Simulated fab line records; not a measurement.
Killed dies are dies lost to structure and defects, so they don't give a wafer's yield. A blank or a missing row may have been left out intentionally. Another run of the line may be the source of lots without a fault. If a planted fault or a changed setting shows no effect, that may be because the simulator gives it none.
Problem report in the 8D (eight disciplines) form, filled by code :: flow sky130 :: the parts of the form that need people (team, actions taken, sign-off) are left out

== 1. PROBLEM STATEMENT ==
Wafers without a fault read 6500.0 W, standard deviation 1.2; cathode dc power W at SKY_METAL5_SPUTTER_04 reads a mean of 7344.0 W on 6 wafers belonging to 2 lots. So: +99 or more standard deviations from the usual mean.
The step: material TiN, target thk 70 nm, time 58.3 s.
The first sign was on wafer L667.2 at day 47 16:56, on pvd sputter-01. The record has a number at this step for 18 wafers belonging to 6 lots. By rule, "out" or "out of limits" means more than 4 standard deviations away from the usual mean. All remaining wafers that have a number are taken as sound.

== 2. WHAT THIS IS AND IS NOT ==
question: which readings at this step
is: cathode dc power W
is not: -

question: which lots
is: L667, L670
is not: L652, L655, L657, L660

question: which wafers of those lots
is: all that have a number
is not: -

question: read on which tools
is: pvd sputter-01
is not: pvd sputter-04

question: when
is: from day 47 16:56
is not: up to then (12 sound wafers)

== 3. WHAT RULES OUT EACH SUSPECT ==
Counting: a tool at a process step up to the reading stays a suspect if it ran every lot that is out and no sound lot after the first of them.
- pvd sputter-01 at SKY_METAL5_SPUTTER_04 (material TiN, target thk 70 nm, time 58.3 s): kept. All lots that are out passed through it, beginning with L667 at day 47 16:56, and no sound lot followed; its final sound lot before that point was L660 at day 46 04:02. On those wafers its own readings are out: cathode dc power W.
Remaining after the count: pvd sputter-01 at SKY_METAL5_SPUTTER_04.

== 4. THE CAUSE (what the simulator had put in) ==
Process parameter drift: pvd sputter-01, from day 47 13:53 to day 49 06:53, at SKY_METAL5_SPUTTER_04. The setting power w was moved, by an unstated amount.
The count eliminated every tool but this one.

== 5. SEQUENCE OF EFFECTS, ordered by route ==
One row per reading whose mean, taken over the struck wafers that have a number, lies over 3 standard deviations from the usual. Only readings for which the record gives a usual standard deviation are gone through. hours: the time from each lot's start at the first step in this table that gives one to its start at this step, as a median over the lots. sigmas: the change in usual standard deviations.
hours: 0
step: SKY_METAL5_SPUTTER_04
reading: cathode dc power W
usual: 6500.0 W
on struck wafers: 7344.0
change: +844.0
sigmas: +99 or more
Process steps it contains:
- SKY_METAL5_SPUTTER_04: material TiN, target thk 70 nm, time 58.3 s.
At these later measuring or inspecting steps, every struck wafer for which the step has a row has a number for every such reading, and none has moved that far: SKY_METAL5_RS_MEAS_05, SKY_METAL5_THK_MEAS_06.

== 6. WHAT WOULD HAVE CAUGHT IT SOONER ==
3 hours passed between the start of the fault at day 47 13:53 and the first reading out of limits in this record, taken at day 47 16:56.
